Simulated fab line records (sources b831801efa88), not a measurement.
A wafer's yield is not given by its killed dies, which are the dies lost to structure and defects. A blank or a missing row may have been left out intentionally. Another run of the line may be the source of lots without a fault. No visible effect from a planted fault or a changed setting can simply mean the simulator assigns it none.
Which tool was responsible? + flow sky130 + Sampling: 13 lots, 39 wafers, 4 of 708 route steps

## WHAT THE GAUGES READ, wafer by wafer
SKY_PASSIVATION_THK_MEAS_01.
| lot  | measured     | on            | PASSIVATION_CVD_00_THK (nm) |
|------|--------------|---------------|-----------------------------|
| L475 | day 45 16:09 | film_metro-03 | 88.5 90.0 89.6              |
| L479 | day 46 08:55 | film_metro-02 | 87.8 89.6 90.4              |
| L480 | day 46 11:34 | film_metro-03 | 88.4 89.4 88.9              |
| L484 | day 46 12:30 | film_metro-03 | 89.4 92.1 90.6              |
| L483 | day 46 12:31 | film_metro-04 | 89.6 91.3 90.2              |
| L482 | day 46 14:06 | film_metro-03 | 89.3 90.9 92.7              |
| L485 | day 46 14:23 | film_metro-04 | 90.5 88.6 92.5              |
| L488 | day 46 19:33 | film_metro-04 | 89.0 90.8 89.3              |
| L487 | day 46 21:11 | film_metro-02 | 88.1 91.5 90.7              |
| L489 | day 50 15:37 | film_metro-02 | 88.5 90.6 90.6              |
| L493 | day 51 00:39 | film_metro-03 | 88.8 91.5 89.8              |
| L496 | day 51 04:34 | film_metro-04 | 90.7 90.9 90.9              |
| L494 | day 51 07:21 | film_metro-02 | 89.3 90.2 91.5              |

SKY_PASSIVATION_THK_MEAS_03.
| lot  | measured     | on            | PASSIVATION_CVD_02_THK (nm) |
|------|--------------|---------------|-----------------------------|
| L475 | day 45 16:26 | film_metro-02 | 546 536 554                 |
| L479 | day 46 09:13 | film_metro-04 | 541 553 550                 |
| L480 | day 46 11:50 | film_metro-03 | 538 549 540                 |
| L484 | day 46 12:47 | film_metro-02 | 552 541 543                 |
| L483 | day 46 12:47 | film_metro-03 | 533 540 545                 |
| L482 | day 46 14:23 | film_metro-03 | 554 550 554                 |
| L485 | day 46 14:40 | film_metro-03 | 535 552 541                 |
| L488 | day 46 19:50 | film_metro-04 | 544 549 552                 |
| L487 | day 46 21:28 | film_metro-03 | 534 544 560                 |
| L489 | day 50 15:55 | film_metro-03 | 528 546 547                 |
| L493 | day 51 00:56 | film_metro-04 | 535 534 550                 |
| L496 | day 51 04:58 | film_metro-03 | 542 537 549                 |
| L494 | day 51 07:38 | film_metro-02 | 546 535 556                 |

## WHAT TOOL EACH LOT RAN ON (gives the tool, then ch and the chambers of the sampled wafers, and finally the start)
| lot  | SKY_VIA4_EXPOSE_08                  | SKY_PASSIVATION_CVD_00          |
|------|-------------------------------------|---------------------------------|
| L475 | iline_stepper-02 ch 0, day 44 03:06 | pecvd-02 ch 0,2, day 45 16:08   |
| L479 | iline_stepper-01 ch 0, day 44 21:56 | pecvd-03 ch 0,1,2, day 46 08:53 |
| L480 | iline_stepper-01 ch 0, day 45 00:52 | pecvd-02 ch 0,1,2, day 46 11:32 |
| L484 | iline_stepper-02 ch 0, day 45 01:07 | pecvd-02 ch 0,1,2, day 46 12:28 |
| L483 | iline_stepper-01 ch 0, day 45 01:21 | pecvd-04 ch 0,1,2, day 46 12:29 |
| L482 | iline_stepper-02 ch 0, day 45 02:43 | pecvd-04 ch 0,2, day 46 14:04   |
| L485 | iline_stepper-01 ch 0, day 45 02:58 | pecvd-02 ch 0,1, day 46 14:22   |
| L488 | iline_stepper-01 ch 0, day 45 08:37 | pecvd-03 ch 0,1, day 46 19:31   |
| L487 | iline_stepper-02 ch 0, day 45 09:40 | pecvd-02 ch 0,1,2, day 46 21:09 |
| L489 | iline_stepper-02 ch 0, day 49 11:25 | pecvd-04 ch 1,2, day 50 15:35   |
| L493 | iline_stepper-02 ch 0, day 49 20:21 | pecvd-03 ch 0, day 51 00:35     |
| L496 | iline_stepper-02 ch 0, day 49 23:57 | pecvd-04 ch 1,2, day 51 04:31   |
| L494 | iline_stepper-02 ch 0, day 50 04:01 | pecvd-03 ch 0, day 51 07:19     |
- SKY_VIA4_EXPOSE_08: exposes mask VIM4, target cd 800 nm.
- SKY_PASSIVATION_CVD_00: deposits SiO2, target thk 90 nm.

## WHAT THE TOOLS THEMSELVES READ (means of the sampled wafers that have a number; where no wafer has one, the mark that the record gives instead)
SKY_PASSIVATION_CVD_00.
| lot  | tool     | heater_power_w (W) |
|------|----------|--------------------|
| L475 | pecvd-02 | 613                |
| L479 | pecvd-03 | 667                |
| L480 | pecvd-02 | 620                |
| L484 | pecvd-02 | 648                |
| L483 | pecvd-04 | 679                |
| L482 | pecvd-04 | 643                |
| L485 | pecvd-02 | 662                |
| L488 | pecvd-03 | 663                |
| L487 | pecvd-02 | 661                |
| L489 | pecvd-04 | 679                |
| L493 | pecvd-03 | 566                |
| L496 | pecvd-04 | 725                |
| L494 | pecvd-03 | 574                |

## THE ANSWER, worked out from the rows above alone
Rule: usual is defined by the lots themselves. Put in order of their means at a reading, lots are off if they are a third of the lots or fewer, leave a main group of 4 or more, and stand apart from it by a gap of 3 or more times the standard deviation of the main group's means; of several such gaps the widest counts. A main group whose means are all the same, to the digits that the tables above print for the reading, isn't used. A lot without any number at a reading at which 4 lots or more have one is off too. All remaining lots with rows at the step are treated as sound. The gauges are gone through in route order, then the tools' own readings, and for those a lot's mean is taken as printed above. At the first step where some lot is off, the reading lying furthest off is the one used; lots without a number count as furthest.
No lot is off at any reading shown: from this, nothing can be told.

## WHAT WAS PUT IN BY THE SIMULATOR
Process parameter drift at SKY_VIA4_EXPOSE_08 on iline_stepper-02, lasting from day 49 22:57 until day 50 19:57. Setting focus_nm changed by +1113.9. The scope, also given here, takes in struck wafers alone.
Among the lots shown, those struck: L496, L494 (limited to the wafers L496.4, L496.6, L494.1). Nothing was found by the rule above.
